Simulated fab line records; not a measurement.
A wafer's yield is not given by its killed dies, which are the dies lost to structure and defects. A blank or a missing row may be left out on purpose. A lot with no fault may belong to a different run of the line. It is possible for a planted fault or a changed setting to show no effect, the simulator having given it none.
A struck lot beside a sound one / flow gf180mcu / 14 out of 602 route steps
Sound: the wafers L977.1, L977.3, L977.6. Wafers L975.2, L975.5, L975.6 were the ones struck. At the end, the cause is stated.
Per side, at each step with rows, come the tool, then ch with its chambers, and then its first start. Under that, the readings that differ: sound wafers / struck wafers / difference of the means / sigmas: that difference in standard deviations of wafers without a fault.
alike: a reading whose means differ by less than 2 such deviations, as well as words and numbers matching on both sides. not compared: withheld readings; readings where some wafer has no value; bounds like >300 that might hide an equal value; numbers whose values overlap and for which the record gives no deviation.
A row with sigmas, a row that says differs or no value, or rows on one side alone: a step with any of these is where the two part. Numbers that don't overlap but have no deviation are shown without sigmas and don't part them. Lack of a reading on every wafer of one side parts them only where that side has two or more wafers.

first, 1 step without rows for these wafers: GF_CONTACT_CVD_00 (deposits SiO2, target thk 300 nm, time 50 s).
GF_CONTACT_THK_MEAS_01:
  sound: film metro-03 at day 22 18:28; struck: film metro-01 at day 22 04:40
  alike: CONTACT_CVD_00_THK
GF_CONTACT_CVD_02: deposits SiO2 from TEOS, target thk 860 nm, time 95.992 s.
  sound on pecvd-01 ch 1,2, day 22 18:32; struck on pecvd-04 ch 0,2, day 22 04:43
  alike: heater power w
GF_CONTACT_THK_MEAS_03:
  sound: film metro-02 at day 22 18:36; struck: film metro-03 at day 22 04:47
  alike: CONTACT_CVD_02_THK
GF_CONTACT_CMP_04: polishes SiO2.
  sound on cmp-01 ch 1,2, day 22 18:40; struck on cmp-02 ch 0,3, day 22 04:53
  alike: head pressure psi, motor current A, slurry flow ml min, time to endpoint s
GF_CONTACT_BOW_MEAS_05:
  sound: film metro-03 at day 22 18:58; struck: film metro-01 at day 22 05:10
  alike: CONTACT_BOW
then, 6 steps without rows for these wafers: GF_CONTACT_DEHYDRATE_06 (time 60 s); GF_CONTACT_HMDS_07 (prime time 60 s); GF_CONTACT_COAT_08; GF_CONTACT_COAT_09 (resist thk 1000 nm); GF_CONTACT_SOFTBAKE_10 (time 60 s); GF_CONTACT_EXPOSE_11 (exposes mask Contact, target cd 220 nm).
GF_CONTACT_PEB_12: peb time 90 s.
  sound on litho track-02 ch 0, day 23 17:21; struck on litho track-02, day 23 03:59
  no value came back on the struck wafers for chill plate temp C (C), exhaust pa (Pa); on the sound wafers chill plate temp C (C) reads 23.18 23.02 23.06
then, 1 step without rows for these wafers: GF_CONTACT_DEVELOP_13 (develop time 60 s).

WHERE THEY PART
GF_CONTACT_PEB_12 only, going by this record.

WHY: what had been put in by the simulator
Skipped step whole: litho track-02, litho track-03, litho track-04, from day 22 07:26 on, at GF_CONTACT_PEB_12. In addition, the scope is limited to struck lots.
